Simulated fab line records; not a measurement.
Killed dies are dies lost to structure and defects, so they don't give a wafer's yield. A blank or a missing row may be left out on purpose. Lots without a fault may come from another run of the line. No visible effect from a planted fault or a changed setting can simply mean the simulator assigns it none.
Which of the tools did it? | flow gf180mcu | 6 lots (18 wafers sampled), 1 step of a 602-step route

## WHAT THE GAUGES SHOWED, per wafer
GF_SAB_THK_MEAS_01.
lot  | measured     | on           | SAB_CVD_00_THK (nm)
L329 | day 14 04:13 | filmMetro-04 | 50.2 51.5 51.6
L336 | day 17 11:14 | filmMetro-02 | 48.6 48.7 50.2
L340 | day 18 20:50 | filmMetro-01 | 50.5 50.6 51.1
L342 | day 19 18:32 | filmMetro-01 | 50.1 49.3 49.4
L347 | day 21 09:16 | filmMetro-02 | 49.4 50.7 50.0
L351 | day 22 05:27 | filmMetro-04 | 49.6 50.5 50.6

## WHICH TOOL RAN EACH LOT (tool, then ch and the chambers of the sampled wafers, then the start)
Record: no process step prior to these readings.

## THE ANSWER, worked out from the rows above alone
Rule: what is usual is taken from the lots themselves. Put in order of their means at a reading, lots are off if they are a third of the lots or fewer, leave a main group of 4 or more, and stand apart from it by a gap of 3 or more times the standard deviation of the main group's means; of several such gaps the widest counts. A main group is skipped when, at the precision printed for the reading in the tables above, its means are all equal. A lot without any number at a reading at which 4 lots or more have one is off too. Where the step has rows for the other lots, those lots are counted as sound.
Across all readings shown, no lot is off: no conclusion can be drawn from this.

## WHAT WAS PUT IN BY THE SIMULATOR
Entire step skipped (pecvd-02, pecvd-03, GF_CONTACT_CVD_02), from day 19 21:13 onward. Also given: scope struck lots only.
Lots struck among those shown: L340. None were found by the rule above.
